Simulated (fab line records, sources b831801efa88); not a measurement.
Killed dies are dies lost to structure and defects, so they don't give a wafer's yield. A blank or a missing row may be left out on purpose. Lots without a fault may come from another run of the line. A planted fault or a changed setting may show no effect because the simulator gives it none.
Problem report in the 8D (eight disciplines) form, filled by code | flow sky130 | the parts of the form that need people (team, actions taken, sign-off) are left out

1. THE PROBLEM
heater_power_total_W at SKY_LDD_HVP_SOFTBAKE_03 reads a mean of 61.59 W on 2 wafers of 2 lots; wafers without a fault read 56.60 W with a standard deviation of 0.043. That is +99 or more standard deviations from the usual mean.
The step: time 60 s.
First seen on wafer L852.5, day 24 04:42, on litho_track-03. The record holds 41 wafers of 14 lots with a number at this step. Rule for "out", or "out of limits": more than 4 standard deviations from the usual mean. The other wafers with a number count as sound.

2. WHAT IT IS AND WHAT IT IS NOT
question                    | is                                 | is not
which readings at this step | heater_power_total_W, run_length_s | -
which lots                  | L852, L854                         | L843, L844, L845, L846, L856, L857, L858, L861, L862, L864, L865, L866
which wafers of those lots  | L852.5, L854.5                     | L852.4, L854.1, L854.4
read on which tools         | litho_track-03                     | litho_track-01, litho_track-02
when                        | from day 24 04:42                  | up to then (13 sound wafers); but 26 sound wafers of L854, L856, L857, L858, L861, L862, L864, L865, L866 came after

3. SUSPECTS, AND WHAT RULES EACH OUT
Counting: a tool at a process step up to the reading stays a suspect if it ran every lot that is out. Sound lots after the first of them don't rule it out here, since some wafers of a struck lot are sound.
- litho_track-03 at SKY_LDD_HVP_SOFTBAKE_03 (time 60 s): kept. It ran every lot that is out, first L852 (day 24 04:42); its last sound lot up to then is L845 (day 21 23:30). Its own readings are out on those wafers: heater_power_total_W, run_length_s.
Left after counting: litho_track-03 at SKY_LDD_HVP_SOFTBAKE_03.

4. THE CAUSE (what the simulator had put in)
Process parameter drift: litho_track-03, from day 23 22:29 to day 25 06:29, at SKY_LDD_HVP_SOFTBAKE_03. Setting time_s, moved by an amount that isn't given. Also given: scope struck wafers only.
Counting left only this tool.

5. THE CHAIN OF EFFECTS, in route order
Each row: a reading whose mean over the struck wafers that have a number lies more than 3 standard deviations from the usual. Only readings for which the record gives a usual standard deviation are gone through. hours: the time from each lot's start at the first step in this table that gives one to its start at this step, as a median over the lots. sigmas: the change in usual standard deviations.
hours | step                    | reading              | usual   | on struck wafers | change | sigmas
0     | SKY_LDD_HVP_SOFTBAKE_03 | heater_power_total_W | 56.60 W | 61.59            | +4.99  | +99 or more
0     | SKY_LDD_HVP_SOFTBAKE_03 | run_length_s         | 89.25 s | 75.43            | -13.82 | -99 or more
The process steps in it:
- SKY_LDD_HVP_SOFTBAKE_03: time 60 s.

6. WHAT WOULD HAVE CAUGHT IT SOONER
In this record the first reading out of limits was taken at day 24 04:42, 6 hours after the fault began at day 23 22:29.
